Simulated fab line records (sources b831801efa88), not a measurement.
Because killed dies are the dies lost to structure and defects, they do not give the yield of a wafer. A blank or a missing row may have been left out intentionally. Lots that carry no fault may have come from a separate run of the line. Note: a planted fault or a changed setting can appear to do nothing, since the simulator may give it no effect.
What tool caused it? ; flow gf180mcu ; 14 lots, 42 wafers sampled, at 4 steps of a route of 602

WHAT THE GAUGES READ, wafer by wafer
GF_PASSIVATION_THK_MEAS_03. Usual: PASSIVATION_CVD_02_THK gives 701 nm (standard deviation 11).
lot;measured;on;PASSIVATION_CVD_02_THK (nm);flag
L627;day 28 05:35;film_metro-04;699 695 696;
L628;day 28 17:07;film_metro-03;707 701 708;
L629;day 28 19:22;film_metro-01;686 689 692;
L630;day 29 04:23;film_metro-01;689 699 705;
L631;day 29 09:39;film_metro-04;693 717 707;
L633;day 30 03:13;film_metro-01;706 694 698;
L634;day 30 05:58;film_metro-01;689 706 700;
L637;day 31 05:02;film_metro-01;698 710 720;
L638;day 31 12:13;film_metro-03;712 699 707;
L641;day 32 05:59;film_metro-04;691 714 691;
L643;day 32 19:53;film_metro-01;715 730 721;
L647;day 33 13:20;film_metro-01;692 705 713;
L648;day 33 22:16;film_metro-04;688 697 710;
L649;day 34 03:19;film_metro-01;692 693 713;

WHAT TOOL EACH LOT RAN ON (gives the tool, then ch and the chambers of the sampled wafers, and finally the start)
lot;GF_V3_CVD_02;GF_PASSIVATION_CVD_00;GF_PASSIVATION_CVD_02
L627;pecvd-04 ch 0,2, day 21 12:37;pecvd-04 ch 0,1, day 28 05:10;pecvd-02 ch 0,1,2, day 28 05:18
L628;pecvd-04 ch 1,2, day 22 00:31;pecvd-02 ch 1,2, day 28 16:41;pecvd-01 ch 0,2, day 28 16:49
L629;pecvd-04 ch 0,1, day 22 04:22;pecvd-04 ch 0,2, day 28 18:56;pecvd-02 ch 0,1,2, day 28 19:04
L630;pecvd-04 ch 0,1,2, day 22 15:49;pecvd-04 ch 1,2, day 29 03:58;pecvd-01 ch 0,1,2, day 29 04:05
L631;pecvd-04 ch 0,1, day 22 19:55;pecvd-01 ch 0,2, day 29 09:12;pecvd-04 ch 0,2, day 29 09:20
L633;pecvd-02 ch 0,1,2, day 23 16:17;pecvd-01 ch 0,1,2, day 30 02:47;pecvd-04 ch 0,1, day 30 02:56
L634;pecvd-04 ch 0,1, day 23 22:16;pecvd-01 ch 0,1, day 30 05:31;pecvd-02 ch 0,1, day 30 05:39
L637;pecvd-04 ch 0,1, day 25 01:09;pecvd-04 ch 0,1, day 31 04:37;pecvd-01 ch 0,1,2, day 31 04:44
L638;pecvd-04 ch 0,1,2, day 25 09:35;pecvd-04 ch 0,1,2, day 31 11:39;pecvd-01 ch 0,1,2, day 31 11:55
L641;pecvd-01 ch 0,1,2, day 26 07:19;pecvd-02 ch 0,1, day 32 05:25;pecvd-04 ch 0,2, day 32 05:41
L643;pecvd-01 ch 0,1, day 27 01:36;pecvd-04 ch 0,1,2, day 32 19:27;pecvd-01 ch 0,2, day 32 19:35
L647;pecvd-02 ch 0,2, day 27 23:49;pecvd-02 ch 0,1, day 33 12:54;pecvd-04 ch 0,2, day 33 13:02
L648;pecvd-02 ch 1,2, day 28 08:22;pecvd-04 ch 0,1, day 33 21:51;pecvd-02 ch 0,1,2, day 33 21:59
L649;pecvd-01 ch 0,1,2, day 28 14:07;pecvd-02 ch 0,2, day 34 02:54;pecvd-04 ch 0,1,2, day 34 03:02
- GF_V3_CVD_02: deposits SiO2 from TEOS, target thk 850 nm, time 90.27 s.
- GF_PASSIVATION_CVD_00: deposits SiO2 from TEOS, target thk 1000 nm, time 111.95 s.
- GF_PASSIVATION_CVD_02: deposits Si3N4, target thk 700 nm, time 486.18 s.

WHAT THE TOOLS THEMSELVES READ (means of the sampled wafers that have a number; where no wafer has one, the mark that the record gives instead)
GF_V3_CVD_02. Usual: 601 W for heater_power_w, sd 94.
lot;tool;heater_power_w (W);flag
L627;pecvd-04;507;
L628;pecvd-04;596;
L629;pecvd-04;575;
L630;pecvd-04;552;
L631;pecvd-04;571;
L633;pecvd-02;583;
L634;pecvd-04;576;
L637;pecvd-04;573;
L638;pecvd-04;526;
L641;pecvd-01;761;
L643;pecvd-01;753;
L647;pecvd-02;567;
L648;pecvd-02;607;
L649;pecvd-01;689;

GF_PASSIVATION_CVD_00. Usual: 613 W for heater_power_w, sd 95.
lot;tool;heater_power_w (W);flag
L627;pecvd-04;572;
L628;pecvd-02;575;
L629;pecvd-04;517;
L630;pecvd-04;591;
L631;pecvd-01;725;
L633;pecvd-01;699;
L634;pecvd-01;699;
L637;pecvd-04;589;
L638;pecvd-04;550;
L641;pecvd-02;625;
L643;pecvd-04;512;
L647;pecvd-02;630;
L648;pecvd-04;524;
L649;pecvd-02;583;

GF_PASSIVATION_CVD_02. Usual: 675 W for heater_power_w, sd 97.
lot;tool;heater_power_w (W);flag
L627;pecvd-02;628;
L628;pecvd-01;780;
L629;pecvd-02;703;
L630;pecvd-01;768;
L631;pecvd-04;573;
L633;pecvd-04;626;
L634;pecvd-02;618;
L637;pecvd-01;784;
L638;pecvd-01;740;
L641;pecvd-04;582;
L643;pecvd-01;834;
L647;pecvd-04;555;
L648;pecvd-02;700;
L649;pecvd-04;596;

THE ANSWER, worked out from the rows above alone
Rule: a lot counts as off when the mean over its wafers that have a number is more than 3 standard deviations away from the usual mean. Also off: a lot with no number at a reading for which 4 or more lots have one. The other lots that the step has rows for count as sound. First the gauges in route order, then the tools' own readings, where a lot's mean is used as printed above. The first step at which some lot is off is used, and at that step the reading that is off furthest; a lot without a number counts as furthest.
No lot is off at any reading shown: from this, nothing can be told.

WHAT THE SIMULATOR PUT IN
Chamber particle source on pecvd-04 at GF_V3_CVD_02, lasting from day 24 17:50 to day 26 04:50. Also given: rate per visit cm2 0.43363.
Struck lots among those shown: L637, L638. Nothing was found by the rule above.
